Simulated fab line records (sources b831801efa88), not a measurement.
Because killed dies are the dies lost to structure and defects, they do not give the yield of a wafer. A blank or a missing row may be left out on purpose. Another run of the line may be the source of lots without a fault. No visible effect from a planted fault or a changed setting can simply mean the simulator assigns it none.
fab line records / flow sky130 / part 2 of 2: steps 43 to 43 of 43
record: lots: 6 wafers: 18 lastDay: 49
route steps=708 shown FIELD_ISO@3 NWELL@32 DNWELL@35 PAD_OPEN@708
lots that met no fault: taken from a fault-free run of the same line
startH: the number of hours between the record's first day and the start of the first shown wafer of the lot / waitH: how many hours have passed since the lot's step before this one / " as in the row above / L1.1+2: one row covering several wafers at once / - either no value or no given start / * or withheld: withheld / < > ~ a bound
route shown NAME@n: names a module that has steps shown in the file, with the first one's number in the route / usual: mean/standard deviation taken from wafers without a fault / same: alike in all rows / chamber/n: place in a boat / sites: each site's reading / _std_site: standard deviation of those values / _edge_site: mean of outer sites minus mean of inner sites / radiusMm: for every site, how far away it sits from the centre of the wafer / mask NAME#n: copy n / behind: the last tool/chamber to shape the wafer / hold: cause of the lot's hold/its duration in hours/its outcome / device: the transistor (n, p or np) that didn't switch / end of line: the route-end tests of the same wafers / a step given without rows: its recipe and nothing more / killed: dies that structure and defects cost at the first sort, which is not the same as the wafer's yield / map: a wafer's dies, marking killed ones x, the rest . and places with no die _
set.NAME: the setting the step ran with; set.NAME@STEP: the setting that earlier step ran with / model.NAME: the simulator's own value behind a step, which no gauge read
certain route steps with their lots: each step a table, each wafer a row
services: a tool's chamber out of use, with start hour (startH, from the record's first day; less than 0 if before it), hours out, and reason
== steps ==
step: SKY_PAD_OPEN_PROBE_99
usual: killed_at_M0_to_M3: 44/6 killed_at_M4_up: 3.3/2.1 killedAtContacts: 25/5.5 killedAtFrontEnd: 15/4.3 killedAtOther: 0.2/0.41 killedDies: 88/9.1 killedOpen: 48/6.6 killedShort: 39/6.7
same: grossDies: 492 killedAtBackSide: 0
lot.wafer=L302.3 tool=prober-02 chamber=- startH=1070.01 waitH=0.2 killed_at_M0_to_M3=33 killed_at_M4_up=3 killedAtContacts=21 killedAtFrontEnd=12 killedAtOther=0 killedDies=69 killedOpen=41 killedShort=28
lot.wafer=L302.4 tool=prober-02 chamber=- startH=1070.06 waitH=0.2 killed_at_M0_to_M3=41 killed_at_M4_up=1 killedAtContacts=21 killedAtFrontEnd=15 killedAtOther=0 killedDies=78 killedOpen=40 killedShort=38
lot.wafer=L302.6 tool=prober-02 chamber=- startH=1070.16 waitH=0.2 killed_at_M0_to_M3=44 killed_at_M4_up=2 killedAtContacts=17 killedAtFrontEnd=7 killedAtOther=0 killedDies=70 killedOpen=40 killedShort=29
lot.wafer=L304.2 tool=prober-02 chamber=- startH=1081.49 waitH=0.1 killed_at_M0_to_M3=42 killed_at_M4_up=0 killedAtContacts=30 killedAtFrontEnd=14 killedAtOther=0 killedDies=86 killedOpen=47 killedShort=39
lot.wafer=L304.3 tool=prober-02 chamber=- startH=1081.54 waitH=0.2 killed_at_M0_to_M3=35 killed_at_M4_up=1 killedAtContacts=29 killedAtFrontEnd=6 killedAtOther=1 killedDies=72 killedOpen=40 killedShort=32
lot.wafer=L304.4 tool=prober-02 chamber=- startH=1081.59 waitH=0.2 killed_at_M0_to_M3=54 killed_at_M4_up=4 killedAtContacts=22 killedAtFrontEnd=16 killedAtOther=0 killedDies=96 killedOpen=54 killedShort=42
lot.wafer=L307.3 tool=prober-02 chamber=- startH=1130.20 waitH=0.2 killed_at_M0_to_M3=43 killed_at_M4_up=7 killedAtContacts=20 killedAtFrontEnd=17 killedAtOther=0 killedDies=87 killedOpen=55 killedShort=32
lot.wafer=L307.4 tool=prober-02 chamber=- startH=1130.25 waitH=0.2 killed_at_M0_to_M3=36 killed_at_M4_up=9 killedAtContacts=17 killedAtFrontEnd=18 killedAtOther=0 killedDies=80 killedOpen=42 killedShort=38
lot.wafer=L307.5 tool=prober-02 chamber=- startH=1130.30 waitH=0.2 killed_at_M0_to_M3=37 killed_at_M4_up=4 killedAtContacts=28 killedAtFrontEnd=17 killedAtOther=0 killedDies=86 killedOpen=55 killedShort=31
lot.wafer=L310.2 tool=prober-01 chamber=- startH=1134.09 waitH=0.1 killed_at_M0_to_M3=46 killed_at_M4_up=5 killedAtContacts=19 killedAtFrontEnd=59 killedAtOther=2 killedDies=131 killedOpen=47 killedShort=37
lot.wafer=L310.4 tool=prober-01 chamber=- startH=1134.19 waitH=0.2 killed_at_M0_to_M3=35 killed_at_M4_up=5 killedAtContacts=28 killedAtFrontEnd=66 killedAtOther=0 killedDies=134 killedOpen=48 killedShort=34
lot.wafer=L310.5 tool=prober-01 chamber=- startH=1134.24 waitH=0.2 killed_at_M0_to_M3=41 killed_at_M4_up=3 killedAtContacts=29 killedAtFrontEnd=49 killedAtOther=0 killedDies=122 killedOpen=49 killedShort=40
lot.wafer=L316.3 tool=prober-02 chamber=- startH=1157.17 waitH=0.2 killed_at_M0_to_M3=37 killed_at_M4_up=4 killedAtContacts=20 killedAtFrontEnd=55 killedAtOther=0 killedDies=116 killedOpen=39 killedShort=36
lot.wafer=L316.4 tool=prober-02 chamber=- startH=1157.22 waitH=0.2 killed_at_M0_to_M3=37 killed_at_M4_up=3 killedAtContacts=29 killedAtFrontEnd=48 killedAtOther=0 killedDies=117 killedOpen=50 killedShort=34
lot.wafer=L316.6 tool=prober-02 chamber=- startH=1157.32 waitH=0.2 killed_at_M0_to_M3=37 killed_at_M4_up=7 killedAtContacts=22 killedAtFrontEnd=57 killedAtOther=0 killedDies=123 killedOpen=34 killedShort=47
lot.wafer=L320.1 tool=prober-02 chamber=- startH=1185.16 waitH=0.1 killed_at_M0_to_M3=41 killed_at_M4_up=5 killedAtContacts=31 killedAtFrontEnd=9 killedAtOther=0 killedDies=86 killedOpen=49 killedShort=37
lot.wafer=L320.5 tool=prober-02 chamber=- startH=1185.36 waitH=0.2 killed_at_M0_to_M3=45 killed_at_M4_up=6 killedAtContacts=20 killedAtFrontEnd=9 killedAtOther=0 killedDies=80 killedOpen=43 killedShort=37
lot.wafer=L320.6 tool=prober-02 chamber=- startH=1185.41 waitH=0.2 killed_at_M0_to_M3=41 killed_at_M4_up=5 killedAtContacts=29 killedAtFrontEnd=14 killedAtOther=0 killedDies=89 killedOpen=50 killedShort=39
killed by level:class
L302.3 LI_CONTACT:geometricParticle:open=10 VIA1:geometricParticle:open=10 CONTACT:geometricParticle:open=5 VIA2:geometricParticle:open=5 FIELD_ISO:geometricParticle:open=4 METAL2:geometricParticle:short=4 POLY_GATE:geometricParticle:short=3 POLY_GATE:geometricParticle:open=3
L302.4 CONTACT:geometricParticle:open=9 VIA1:geometricParticle:open=9 FIELD_ISO:geometricParticle:short=6 VIA2:geometricParticle:open=5 METAL1:geometricParticle:short=5 POLY_GATE:geometricParticle:short=4 METAL2:geometricParticle:short=4 LOCAL_INTERCONNECT:geometricParticle:short=4
L302.6 VIA1:geometricParticle:open=11 VIA2:geometricParticle:open=7 VIA1:geometricParticle:short=6 CONTACT:geometricParticle:open=6 LOCAL_INTERCONNECT:geometricParticle:short=5 VIA3:geometricParticle:open=5 METAL1:geometricParticle:short=4 LI_CONTACT:geometricParticle:open=3
L304.2 VIA2:geometricParticle:open=10 VIA1:geometricParticle:open=10 CONTACT:geometricParticle:open=8 LI_CONTACT:geometricParticle:open=8 CONTACT:geometricParticle:short=7 METAL2:geometricParticle:short=5 FIELD_ISO:geometricParticle:short=4 POLY_GATE:geometricParticle:open=4
L304.3 CONTACT:geometricParticle:open=12 VIA1:geometricParticle:open=9 METAL1:geometricParticle:short=8 CONTACT:geometricParticle:short=7 LI_CONTACT:geometricParticle:open=6 VIA2:geometricParticle:open=5 VIA2:geometricParticle:short=4 LOCAL_INTERCONNECT:geometricParticle:short=3
L304.4 VIA2:geometricParticle:open=13 VIA1:geometricParticle:open=9 VIA3:geometricParticle:open=7 CONTACT:geometricParticle:open=7 LI_CONTACT:geometricParticle:open=6 METAL1:geometricParticle:short=6 VIA2:geometricParticle:short=6 FIELD_ISO:geometricParticle:short=5
L307.3 VIA1:geometricParticle:open=13 LI_CONTACT:geometricParticle:open=9 VIA3:geometricParticle:open=8 POLY_GATE:geometricParticle:open=6 VIA2:geometricParticle:open=6 CONTACT:geometricParticle:open=5 METAL4:geometricParticle:short=5 FIELD_ISO:geometricParticle:short=4
L307.4 VIA1:geometricParticle:open=8 FIELD_ISO:geometricParticle:open=6 LI_CONTACT:geometricParticle:open=6 VIA3:geometricParticle:open=6 METAL4:geometricParticle:short=6 FIELD_ISO:geometricParticle:short=5 POLY_GATE:geometricParticle:short=4 CONTACT:geometricParticle:open=4
L307.5 CONTACT:geometricParticle:open=11 VIA1:geometricParticle:open=8 LI_CONTACT:geometricParticle:open=7 VIA2:geometricParticle:open=7 FIELD_ISO:geometricParticle:open=5 VIA3:geometricParticle:open=5 POLY_GATE:geometricParticle:open=4 VIA1:geometricParticle:short=4
L310.2 FIELD_ISO:unspecified=46 VIA1:geometricParticle:open=11 CONTACT:geometricParticle:open=10 VIA3:geometricParticle:open=8 VIA1:geometricParticle:short=5 METAL2:geometricParticle:short=5 METAL2:geometricParticle:open=4 METAL3:geometricParticle:short=4
L310.4 FIELD_ISO:unspecified=52 CONTACT:geometricParticle:open=12 LI_CONTACT:geometricParticle:open=7 VIA1:geometricParticle:open=7 VIA3:geometricParticle:open=7 POLY_GATE:geometricParticle:open=5 CONTACT:geometricParticle:short=5 METAL1:geometricParticle:short=5
L310.5 FIELD_ISO:unspecified=32 CONTACT:geometricParticle:open=16 VIA3:geometricParticle:open=9 VIA1:geometricParticle:open=9 METAL1:geometricParticle:short=7 FIELD_ISO:geometricParticle:short=6 METAL2:geometricParticle:short=6 VIA1:geometricParticle:short=5
L316.3 FIELD_ISO:unspecified=40 CONTACT:geometricParticle:open=9 VIA1:geometricParticle:open=9 POLY_GATE:geometricParticle:short=6 VIA1:geometricParticle:short=6 CONTACT:geometricParticle:short=5 METAL1:geometricParticle:short=4 VIA3:geometricParticle:open=4
L316.4 FIELD_ISO:unspecified=33 CONTACT:geometricParticle:open=8 VIA2:geometricParticle:open=8 LI_CONTACT:geometricParticle:open=7 VIA1:geometricParticle:open=7 LOCAL_INTERCONNECT:geometricParticle:short=6 POLY_GATE:geometricParticle:open=5 METAL1:geometricParticle:short=5
L316.6 FIELD_ISO:unspecified=41 METAL1:geometricParticle:short=9 VIA1:geometricParticle:open=9 METAL4:geometricParticle:short=7 LI_CONTACT:geometricParticle:open=5 LI_CONTACT:geometricParticle:short=4 LOCAL_INTERCONNECT:geometricParticle:short=4 CONTACT:geometricParticle:short=4
L320.1 CONTACT:geometricParticle:open=10 VIA1:geometricParticle:open=9 VIA2:geometricParticle:open=8 VIA3:geometricParticle:open=8 LI_CONTACT:geometricParticle:open=6 LOCAL_INTERCONNECT:geometricParticle:short=6 CONTACT:geometricParticle:short=5 METAL3:geometricParticle:short=5
L320.5 CONTACT:geometricParticle:open=10 METAL1:geometricParticle:short=9 VIA2:geometricParticle:open=6 VIA3:geometricParticle:open=6 VIA1:geometricParticle:open=5 LI_CONTACT:geometricParticle:open=4 LOCAL_INTERCONNECT:geometricParticle:short=4 METAL4:geometricParticle:short=4
L320.6 VIA1:geometricParticle:open=12 CONTACT:geometricParticle:open=11 VIA3:geometricParticle:open=9 POLY_GATE:geometricParticle:short=6 LI_CONTACT:geometricParticle:open=6 METAL1:geometricParticle:short=6 LOCAL_INTERCONNECT:geometricParticle:short=5 METAL3:geometricParticle:short=4
map L310.4 (x killed, . not)
__________x........._________
________....x..xxx..xx_______
______x............x...._____
_____..x...x.............____
____..x.x...x....x.x..x..x___
___...x.x...............x..__
__.......x...x..x.....x....._
_xx....x....x.x.....x........
_......x........xx...........
_...x..x.x..x...x....x..xx.x.
_.x..........x...x..xxxxxxxxx
_.x...x.xx....x......xxxxxxxx
_xx........x.x...x...xxxxxxxx
_..................x.xxxxxxxx
_...xx.....x....x..xxxxxxxxxx
__...xx.......xx....x.xxxxxx_
___..x.......x......x.x.xxx__
____........xx..xx....x...___
_____.........x........x.____
______.x......x......x.._____
________.............._______
__________...x..x..._________
map L316.6 (x killed, . not)
__________..x.x...x._________
________.......x.x...._______
______.................._____
_____........x...x.x.....____
____.x.x...x..xx....x.....___
___.x......x.....x.........__
__...xx.xx......x......x...x_
_...x....x.xx.........x......
_xxx.x.......x...x....x....xx
_xxxxx................x..x.x.
_xxxxx......xx........x.....x
_xxxxxx.x.xx.................
_xxxxxxx.x....x....x.xx...xx.
_xxxxxx..x.......xx.x........
_xxxxxx..........x.x....x....
__xx.xx.......xx..x....x...._
___x.x.x....x.x............__
____.......x.....x........___
_____x.x.............x...____
______.x...xx....x.x...._____
________x.x........x.._______
__________.........._________
== services ==
tool=rieSi-02 chamber=- startH=8.97 hours=2.8 kind=pm
tool=rieDiel-01 chamber=2 startH=9.25 hours=4.6 kind=repair
tool=rieDiel-01 chamber=3 startH=27.15 hours=8.8 kind=repair
tool=plasmaAsher-02 chamber=- startH=31.40 hours=3.5 kind=repair
tool=plasmaAsher-02 chamber=- startH=34.89 hours=2.8 kind=pm
tool=cmp-02 chamber=- startH=39.02 hours=0.5 kind=repair
tool=cmp-01 chamber=- startH=40.86 hours=3.5 kind=repair
tool=cmp-02 chamber=- startH=58.08 hours=0.6 kind=repair
tool=plasmaAsher-04 chamber=- startH=60.88 hours=1.8 kind=repair
tool=cmp-02 chamber=- startH=64.00 hours=4.0 kind=pm
tool=plasmaAsher-04 chamber=- startH=75.37 hours=2.8 kind=pm
tool=cmp-01 chamber=- startH=75.75 hours=6.7 kind=pm
tool=plasmaAsher-01 chamber=- startH=88.70 hours=4.3 kind=pm
tool=rieSi-01 chamber=3 startH=94.77 hours=4.6 kind=repair
tool=rieSi-01 chamber=1 startH=100.43 hours=8.0 kind=repair
tool=plasmaAsher-04 chamber=- startH=108.75 hours=9.0 kind=pm
tool=rieDiel-03 chamber=1 startH=115.97 hours=10.6 kind=repair
tool=rieDiel-03 chamber=2 startH=123.88 hours=7.7 kind=repair
tool=cmp-01 chamber=- startH=131.56 hours=0.3 kind=repair
tool=rieSi-02 chamber=- startH=134.55 hours=0.2 kind=repair
tool=plasmaAsher-04 chamber=- startH=146.98 hours=0.7 kind=repair
tool=rieDiel-03 chamber=3 startH=149.27 hours=- kind=clean
tool=rieDiel-03 chamber=3 startH=149.27 hours=14.1 kind=scheduledDown
tool=rieDiel-03 chamber=3 startH=149.27 hours=14.1 kind=ventCycle
== key ==
firstSign: step: SKY_PAD_OPEN_PROBE_99 reading: killedAtFrontEnd direction: up sigmas: 9.3 usual: 15 struck: 56
effect: step: SKY_PAD_OPEN_PROBE_99 reading: killedDies direction: up sigmas: 4 usual: 88 struck: 124
metAt SKY_FIELD_ISO_ETCH_14
struckWafers L310.2,L310.4,L310.5,L316.3,L316.4,L316.6
testerLeftOut L310,L316
onsetBetween 32.46 78.00
alsoFits SKY_FIELD_ISO_ETCH_15:rieDiel-03,SKY_FIELD_ISO_ETCH_17:rieSi-01,SKY_FIELD_ISO_CMP_27:cmp-02
fault: kind: chamberParticleSource tool: rieDiel-03 chamber: - onsetH: 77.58 steps: SKY_FIELD_ISO_ETCH_14 ratePerVisitCm2: 1.6843 endH: 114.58
testerLeftOut: of these lots the tester's yield and bins aren't shown, on N5 and GAA mostly nor the transistor test; their killed dies are dies lost to structure and defects alone, not to doping, threshold or leakage, so they don't give the yield
